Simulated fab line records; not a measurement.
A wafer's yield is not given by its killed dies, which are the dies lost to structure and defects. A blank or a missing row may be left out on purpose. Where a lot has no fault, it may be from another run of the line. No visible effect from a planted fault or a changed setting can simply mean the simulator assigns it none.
Struck lot and sound lot, side by side    flow sfqLine    42 steps out of a route of 325
Sound: wafers L319.3, L319.4, L319.6. Struck: wafers L308.2, L308.3 (left out: L308.4, a lot-mate that was not struck); the cause follows at the end.
Each step with rows lists, per side, the tool, then ch with its chambers, then its first start. Under that, the readings that differ: sound wafers    struck wafers    difference of the means    sigmas: that difference in standard deviations of wafers without a fault.
alike: same words and numbers on both sides, and readings whose means sit less than 2 such deviations apart. not compared: any withheld reading, any reading some wafer has no value for, any bound like >300 that may hide the same value, and any number with overlapping values for which the record gives no deviation.
The two part at a step that has a row with sigmas, a row that says differs or no value, or rows on one side only. Numbers that have no deviation but don't overlap get no sigmas and don't part them. A reading that every wafer of one side lacks parts them only if that side has two wafers or more.

first, 6 steps without rows for these wafers: SFQ_TRILAYER_M0_LITHO_COAT_026 (resist thk 62 nm); SFQ_TRILAYER_M0_LITHO_COAT_021 (resist thk 600 nm); SFQ_TRILAYER_M0_LITHO_SOFTBAKE_025; SFQ_TRILAYER_M0_LITHO_EXPOSE_022 (exposes mask M0, target cd 500 nm); SFQ_TRILAYER_M0_LITHO_PEB_024 (peb time 60 s); SFQ_TRILAYER_M0_LITHO_DEVELOP_023 (time 60 s).
SFQ_M0_OVL_MEAS_906:
  sound: overlay-01 at day 18 00:59; struck: overlay-01 at day 13 14:17
  alike: M0_OVL
then, 5 steps without rows for these wafers: SFQ_TRILAYER_M0_BARC_OPEN_METAL_ETCH_031 (etches BARC in O2, target depth 125 nm, time 41.7 s); SFQ_TRILAYER_M0_ETCH_METAL_ETCH_024 (etches Nb in Cl2/Ar, stops on SiO2, target depth 240 nm, time 120 s); SFQ_TRILAYER_M0_STRIP_STRIP_025 (strips in O2); SFQ_TRILAYER_M0_STRIP_SOLV_CLEAN_026 (cleans in NMP, time 600 s); SFQ_TRILAYER_I0_DEP_PECVD_027 (deposits SiO2 from SiH4/N2O, time 111.11 s, target thk 500 nm).
SFQ_TRILAYER_I0_CMP_CMP_028: polishes SiO2.
  sound on cmp-01 ch 1,2,3, day 18 02:02; struck on cmp-02 ch 2,3, day 13 16:09
reading                                             sound            struck     difference  sigmas
timeToEndpointS (s)                                 217 224 216      157 168    -56         -6
model.SiO2_of_TRILAYER_I0_DEP_PECVD_027.thkNm (nm)  200.6 200.9 201  248 248.9  +48         
  alike: motorCurrentA
SFQ_I0_BOW_MEAS_907:
  sound: filmMetro-03 at day 18 05:05; struck: filmMetro-04 at day 13 19:10
  alike: I0_BOW
SFQ_TRILAYER_I0_METRO_MEASURE_029:
  sound: filmMetro-03 at day 18 05:34; struck: filmMetro-04 at day 13 19:28
reading     sound              struck       difference  sigmas
thkNm (nm)  200.7 200.7 201.0  247.9 248.7  +47.5       +40
then, 6 steps without rows for these wafers: SFQ_TRILAYER_I0_VIA_LITHO_COAT_036 (resist thk 62 nm); SFQ_TRILAYER_I0_VIA_LITHO_COAT_031 (resist thk 650 nm); SFQ_TRILAYER_I0_VIA_LITHO_SOFTBAKE_035; SFQ_TRILAYER_I0_VIA_LITHO_EXPOSE_032 (exposes mask I0, target cd 500 nm); SFQ_TRILAYER_I0_VIA_LITHO_PEB_034 (peb time 60 s); SFQ_TRILAYER_I0_VIA_LITHO_DEVELOP_033 (time 60 s).
-- the record jumps here: 6 days lie between the struck wafers' starts before and after --
SFQ_I0_OVL_MEAS_908:
  sound: overlay-02 at day 24 17:44; struck: overlay-02 at day 19 13:13
  alike: I0_OVL
SFQ_TRILAYER_I0_VIA_BARC_OPEN_VIA_ETCH_046: etches BARC in O2, target depth 125 nm, time 41.7 s.
  sound on rieDiel-04 ch 1,3, day 24 17:46; struck on rieDiel-02 ch 2,3, day 19 13:14
  alike: drypumpMotorCurrentA, oesProductAu
  not compared: rfHoursCounterH
SFQ_TRILAYER_I0_VIA_ETCH_VIA_ETCH_034: etches SiO2 in CHF3, stops on Nb, target depth 260 nm.
  sound on rieDiel-04 ch 1,3, day 24 17:49; struck on rieDiel-02 ch 2,3, day 19 13:17
reading                       sound              struck       difference  sigmas
oesProductAu (a.u.)           0.856 0.860 0.856  0.971 0.966  +0.111      +24
model.I0.featureDepthNm (nm)  200.6 200.9 201    248 248.9    +48         
model.etch.depthNm (nm)       200.6 200.9 201    248 248.9    +48         
  alike: drypumpMotorCurrentA
SFQ_TRILAYER_I0_VIA_STRIP_STRIP_035: strips in O2.
  sound on rieMetal-01 ch 0,1, day 24 18:07; struck on rieMetal-03 ch 1, day 19 13:23
  alike: drypumpMotorCurrentA, oesProductAu
  not compared: rfHoursCounterH
then, 1 step without rows for these wafers: SFQ_TRILAYER_I0_VIA_STRIP_SOLV_CLEAN_036 (cleans in NMP, time 600 s).
SFQ_TRILAYER_M1_DEP_PRE_CLEAN_038: time 22.5 s.
  sound: pvdSputter-05 at day 24 18:41; struck: pvdSputter-03 at day 19 14:10
reading                                             sound              struck       difference  sigmas
model.SiO2_of_TRILAYER_I0_DEP_PECVD_027.thkNm (nm)  193.1 193.4 193.5  240.5 241.4  +47.6       
then, 1 step without rows for these wafers: SFQ_TRILAYER_M1_DEP_SPUTTER_037 (material Nb, target thk 200 nm, time 133.3 s).
SFQ_M1_RS_MEAS_909: uses a four-point probe to measure.
  sound: filmMetro-03 at day 24 18:51; struck: filmMetro-04 at day 19 14:19
  alike: M1_NB_RS
then, 6 steps without rows for these wafers: SFQ_TRILAYER_M1_LITHO_COAT_044 (resist thk 62 nm); SFQ_TRILAYER_M1_LITHO_COAT_039 (resist thk 600 nm); SFQ_TRILAYER_M1_LITHO_SOFTBAKE_043; SFQ_TRILAYER_M1_LITHO_EXPOSE_040 (exposes mask M1, target cd 500 nm); SFQ_TRILAYER_M1_LITHO_PEB_042 (peb time 60 s); SFQ_TRILAYER_M1_LITHO_DEVELOP_041 (time 60 s).
-- the record jumps here: 7 days lie between the struck wafers' starts before and after --
SFQ_M1_OVL_MEAS_911:
  sound: overlay-01 at day 31 09:50; struck: overlay-02 at day 26 04:40
  alike: M1_OVL
then, 1 step without rows for these wafers: SFQ_TRILAYER_M1_BARC_OPEN_METAL_ETCH_054 (etches BARC in O2, target depth 125 nm, time 41.7 s).
SFQ_TRILAYER_M1_ETCH_METAL_ETCH_042: etches Nb in Cl2/Ar, stops on SiO2, target depth 240 nm, time 120 s.
  sound on rieMetal-04 ch 0,1, day 31 09:58; struck on rieMetal-02 ch 0,1, day 26 04:45
  alike: drypumpMotorCurrentA, oesProductAu
  not compared: rfHoursCounterH
SFQ_TRILAYER_M1_STRIP_STRIP_043: strips in O2.
  sound on rieMetal-04 ch 0,1, day 31 10:15; struck on rieMetal-02 ch 0,1, day 26 04:53
  alike: drypumpMotorCurrentA, oesProductAu
  not compared: rfHoursCounterH
then, 1 step without rows for these wafers: SFQ_TRILAYER_M1_STRIP_SOLV_CLEAN_044 (cleans in NMP, time 600 s).
SFQ_TRILAYER_I1_DEP_PECVD_045: deposits SiO2 from SiH4/N2O, time 111.11 s, target thk 500 nm.
  sound on pecvd-03 ch 0,1,2, day 31 10:49; struck on pecvd-01 ch 0,2, day 26 05:39
  alike: heaterPowerW, throttleValvePct
-- the record jumps here: 52 days lie between the struck wafers' starts before and after --
SFQ_M8_BOW_MEAS_951:
  sound: filmMetro-04 at day 81 11:49; struck: filmMetro-01 at day 77 22:32
reading                 sound            struck   difference  sigmas
model.etest.i0.linkOhm  1.96 1.97 1.969  1.982 2  +0.025      
  alike: M8_BOW

== WHERE THEY PART ==
At SFQ_TRILAYER_I0_CMP_CMP_028 first; at SFQ_TRILAYER_I0_VIA_ETCH_VIA_ETCH_034 last (within this record only). Later steps at which nothing parts them and some readings are alike: SFQ_TRILAYER_I0_VIA_STRIP_STRIP_035, SFQ_M1_RS_MEAS_909, SFQ_M1_OVL_MEAS_911, SFQ_TRILAYER_M1_ETCH_METAL_ETCH_042, SFQ_TRILAYER_M1_STRIP_STRIP_043, SFQ_TRILAYER_I1_DEP_PECVD_045, SFQ_M8_BOW_MEAS_951.

WHY: what had been put in by the simulator
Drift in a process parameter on cmp-02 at SFQ_TRILAYER_I0_CMP_CMP_028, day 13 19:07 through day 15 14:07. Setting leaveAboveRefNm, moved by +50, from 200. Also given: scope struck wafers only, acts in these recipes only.
